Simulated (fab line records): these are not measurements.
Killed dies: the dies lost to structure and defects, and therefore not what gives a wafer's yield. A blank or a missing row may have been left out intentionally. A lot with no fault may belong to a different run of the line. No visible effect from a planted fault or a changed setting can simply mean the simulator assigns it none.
What tool caused it? / flow sky130 / 33 wafers from 11 lots sampled at 3 of the route's 708 steps

## WHAT THE GAUGES READ, wafer by wafer
SKY_SD_N_RS_MEAS_16: the measuring method here is four-point-probe.
lot=L222; measured=day 27 15:26; on=film metro-03; SD_N_RS (ohm/sq)=68.73 68.71 68.67
lot=L227; measured=day 30 04:20; on=film metro-03; SD_N_RS (ohm/sq)=68.71 68.38 68.77
lot=L228; measured=day 30 14:14; on=film metro-03; SD_N_RS (ohm/sq)=68.64 68.70 68.73
lot=L229; measured=day 30 17:08; on=film metro-01; SD_N_RS (ohm/sq)=68.56 68.40 68.52
lot=L231; measured=day 31 07:56; on=film metro-02; SD_N_RS (ohm/sq)=68.40 68.43 68.51
lot=L232; measured=day 31 14:19; on=film metro-03; SD_N_RS (ohm/sq)=68.84 68.77 68.67
lot=L234; measured=day 32 04:29; on=film metro-02; SD_N_RS (ohm/sq)=71.25 70.96 71.23
lot=L236; measured=day 32 17:18; on=film metro-01; SD_N_RS (ohm/sq)=71.46 71.23 71.29
lot=L239; measured=day 35 12:18; on=film metro-03; SD_N_RS (ohm/sq)=68.85 68.68 68.73
lot=L240; measured=day 35 09:29; on=film metro-03; SD_N_RS (ohm/sq)=68.60 68.65 68.75
lot=L242; measured=day 35 12:35; on=film metro-02; SD_N_RS (ohm/sq)=68.57 68.55 68.36

## WHICH TOOL RAN EACH LOT (tool, then ch and the chambers of the sampled wafers, then the start)
lot=L222; SKY_SPACER_ETCHBACK_02=rie diel-02 ch 1,2, day 22 16:22; SKY_SD_N_RTA_14=rtp anneal-02 ch 0, day 27 15:16
lot=L227; SKY_SPACER_ETCHBACK_02=rie diel-01 ch 0,2,3, day 25 09:07; SKY_SD_N_RTA_14=rtp anneal-01 ch 0, day 30 04:09
lot=L228; SKY_SPACER_ETCHBACK_02=rie diel-03 ch 1,3, day 25 19:21; SKY_SD_N_RTA_14=rtp anneal-02 ch 0, day 30 14:03
lot=L229; SKY_SPACER_ETCHBACK_02=rie diel-03 ch 1,2, day 25 23:29; SKY_SD_N_RTA_14=rtp anneal-01 ch 0, day 30 16:57
lot=L231; SKY_SPACER_ETCHBACK_02=rie diel-03 ch 1,2,3, day 26 19:01; SKY_SD_N_RTA_14=rtp anneal-01 ch 0, day 31 07:46
lot=L232; SKY_SPACER_ETCHBACK_02=rie diel-01 ch 0,2,3, day 27 01:35; SKY_SD_N_RTA_14=rtp anneal-02 ch 0, day 31 14:08
lot=L234; SKY_SPACER_ETCHBACK_02=rie diel-02 ch 0,1, day 27 14:10; SKY_SD_N_RTA_14=rtp anneal-02 ch 0, day 32 04:19
lot=L236; SKY_SPACER_ETCHBACK_02=rie diel-03 ch 2,3, day 28 05:47; SKY_SD_N_RTA_14=rtp anneal-02 ch 0, day 32 17:07
lot=L239; SKY_SPACER_ETCHBACK_02=rie diel-01 ch 1,2,3, day 31 02:37; SKY_SD_N_RTA_14=rtp anneal-01 ch 0, day 35 12:07
lot=L240; SKY_SPACER_ETCHBACK_02=rie diel-03 ch 1,2, day 31 02:37; SKY_SD_N_RTA_14=rtp anneal-01 ch 0, day 35 09:17
lot=L242; SKY_SPACER_ETCHBACK_02=rie diel-02 ch 0,2,3, day 31 02:41; SKY_SD_N_RTA_14=rtp anneal-01 ch 0, day 35 12:24
- SKY_SPACER_ETCHBACK_02: etches Si3N4 in CH3F/O2, stops on SiO2, time 46.7 s, target depth 45 nm.
- SKY_SD_N_RTA_14: time 2 s.

## THE ANSWER, worked out from the rows above alone
Rule: usual is defined by the lots themselves. Put in order of their means at a reading, lots are off if they are a third of the lots or fewer, leave a main group of 4 or more, and stand apart from it by a gap of 3 or more times the standard deviation of the main group's means; of several such gaps the widest counts. The tables above print the reading to a certain number of digits; a main group whose means all agree to those digits is not used. A lot without any number at a reading at which 4 lots or more have one is off too. The other lots that the step has rows for count as sound.
Off: L234, L236, at SKY_SD_N_RS_MEAS_16 (SD_N_RS). For the main group the mean is 68.63 ohm/sq and the standard deviation 0.11.
If a tool, at a process step before that reading, ran all the lots that are off and no sound lot after the first of them, it fits. Gauges at SKY_SD_N_RS_MEAS_16: tried the same way as those tools. One fits: rtp anneal-02 at SKY_SD_N_RTA_14. Its last sound lot is L232 (day 31 14:08), its first lot that is off L234 (day 32 04:19): a fault that began between those two fits.

## WHAT WAS PUT IN BY THE SIMULATOR
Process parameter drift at SKY_SD_N_RTA_14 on rtp anneal-02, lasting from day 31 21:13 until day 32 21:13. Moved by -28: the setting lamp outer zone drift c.
Lots struck among those shown: L234, L236. The rule above reached the same finding.
